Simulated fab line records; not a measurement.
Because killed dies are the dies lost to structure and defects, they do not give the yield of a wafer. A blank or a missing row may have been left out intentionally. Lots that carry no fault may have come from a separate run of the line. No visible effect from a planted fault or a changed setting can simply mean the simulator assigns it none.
Shared-tool check + flow sky130 + Lots sampled 11, wafers sampled 36

== THE REASON FOR OPENING IT ==
Of 11 lots, 1 have the reading RES_XHIGH_TW flagged at SKY_RES_XHIGH_TW_MEAS_09. No-fault wafers: 1617, standard deviation 9.8.
Rule: flag the lot when none of its wafers has a number, or when each of its wafers that has one lies beyond 4 standard deviations from that mean. The other lots count as sound.

| lot  | measured     | on            | RES_XHIGH_TW, wafer by wafer | flag    |
|------|--------------|---------------|------------------------------|---------|
| L869 | day 26 01:41 | film-metro-01 | 1623 1619 1616               |         |
| L871 | day 27 08:22 | film-metro-03 | 1628 1636 1627               |         |
| L874 | day 28 08:04 | film-metro-01 | 1611 1618 1610               |         |
| L875 | day 29 01:17 | film-metro-03 | 1630 1631 1625               |         |
| L876 | day 29 03:52 | film-metro-03 | 1630 1630 1616               |         |
| L878 | day 30 08:11 | film-metro-01 | 1621 1618 1627               |         |
| L882 | day 31 01:19 | film-metro-01 | 1624 1632 1627               |         |
| L881 | day 31 04:26 | film-metro-03 | 30 30 30 29 30 30            | FLAGGED |
| L890 | day 33 12:41 | film-metro-03 | 1627 1637 1621               |         |
| L891 | day 33 21:26 | film-metro-01 | 1605 1603 1607               |         |
| L892 | day 34 05:04 | film-metro-04 | 1609 1600 1605               |         |
Flagged lots average 30: -1587 relative to the usual, that is -99 or more standard deviations.

== TOOL THAT RAN EACH LOT ==
2 process steps preceding the reading are held in the record, out of 708 steps in the route. In each cell: the tool, then ch and the chambers that the sampled wafers went through, then the start.
| lot  | flag    | SKY_POLY_CUT_ETCH_11               | SKY_RES_XHIGH_EXPOSE_04             |
|------|---------|------------------------------------|-------------------------------------|
| L869 |         | rie-diel-03 ch 0,1,2, day 23 17:49 | iline-stepper-01 ch 0, day 25 12:24 |
| L871 |         | rie-diel-04 ch 2,3, day 24 23:53   | iline-stepper-02 ch 0, day 26 19:15 |
| L874 |         | rie-diel-04 ch 2,3, day 26 01:55   | iline-stepper-02 ch 0, day 27 18:32 |
| L875 |         | rie-diel-03 ch 2,3, day 26 18:05   | iline-stepper-01 ch 0, day 28 11:14 |
| L876 |         | rie-diel-04 ch 0,3, day 26 21:56   | iline-stepper-02 ch 0, day 28 13:48 |
| L878 |         | rie-diel-03 ch 0,2, day 28 01:11   | iline-stepper-01 ch 0, day 29 17:59 |
| L882 |         | rie-diel-03 ch 1,2,3, day 28 19:23 | iline-stepper-01 ch 0, day 30 12:25 |
| L881 | FLAGGED | rie-diel-04 ch 0,2, day 28 21:02   | iline-stepper-02 ch 0, day 30 15:10 |
| L890 |         | rie-diel-04 ch 0,2,3, day 31 06:05 | iline-stepper-01 ch 0, day 32 23:38 |
| L891 |         | rie-diel-04 ch 0,3, day 31 13:59   | iline-stepper-02 ch 0, day 33 07:43 |
| L892 |         | rie-diel-02 ch 1,2,3, day 31 23:07 | iline-stepper-02 ch 0, day 33 15:34 |
What the steps here do:
- SKY_POLY_CUT_ETCH_11: etches Si3N4 in CF4/CH2F2/Ar, stops on poly-Si, time 42.5 s, target depth 60 nm.
- SKY_RES_XHIGH_EXPOSE_04: exposes mask URPM, target cd 1270 nm.
- SKY_RES_XHIGH_TW_MEAS_09

== FLAGGED AGAINST TOTAL, ONE TOOL AT A TIME (gauges that did the reading follow at the end) ==
| step                     | tool             | lots run | flagged | share of the flagged lots | sound lots run after its first flagged lot |
|--------------------------|------------------|----------|---------|---------------------------|--------------------------------------------|
| SKY_POLY_CUT_ETCH_11     | rie-diel-02      | 1        | 0       | none                      | -                                          |
| SKY_POLY_CUT_ETCH_11     | rie-diel-03      | 4        | 0       | none                      | -                                          |
| SKY_POLY_CUT_ETCH_11     | rie-diel-04      | 6        | 1       | all                       | 2 (L890,L891)                              |
| SKY_RES_XHIGH_EXPOSE_04  | iline-stepper-01 | 5        | 0       | none                      | -                                          |
| SKY_RES_XHIGH_EXPOSE_04  | iline-stepper-02 | 6        | 1       | all                       | 2 (L891,L892)                              |
| SKY_RES_XHIGH_TW_MEAS_09 | film-metro-01    | 5        | 0       | none                      | -                                          |
| SKY_RES_XHIGH_TW_MEAS_09 | film-metro-03    | 5        | 1       | all                       | 1 (L890)                                   |
| SKY_RES_XHIGH_TW_MEAS_09 | film-metro-04    | 1        | 0       | none                      | -                                          |

== THE TABLE: WHAT IT ALLOWS ==
3 rows of the table ran every flagged lot: rie-diel-04 at SKY_POLY_CUT_ETCH_11, iline-stepper-02 at SKY_RES_XHIGH_EXPOSE_04, film-metro-03 at SKY_RES_XHIGH_TW_MEAS_09.
- rie-diel-04 at SKY_POLY_CUT_ETCH_11: 1 of its 6 lots flagged. After the first flagged lot (L890, L891), sound lots still ran on it; a lasting fault on the whole tool would not permit that.
- iline-stepper-02 at SKY_RES_XHIGH_EXPOSE_04: 1 of its 6 lots flagged. After the first flagged lot (L891, L892), sound lots still ran on it; a lasting fault on the whole tool would not permit that.
- film-metro-03 at SKY_RES_XHIGH_TW_MEAS_09: 1 of its 5 lots flagged. After the first flagged lot (L890), sound lots still ran on it; a lasting fault on the whole tool would not permit that.
Every row of the table either missed a flagged lot or ran a sound lot after the first.

== WHAT THE SIMULATOR HAD PUT IN ==
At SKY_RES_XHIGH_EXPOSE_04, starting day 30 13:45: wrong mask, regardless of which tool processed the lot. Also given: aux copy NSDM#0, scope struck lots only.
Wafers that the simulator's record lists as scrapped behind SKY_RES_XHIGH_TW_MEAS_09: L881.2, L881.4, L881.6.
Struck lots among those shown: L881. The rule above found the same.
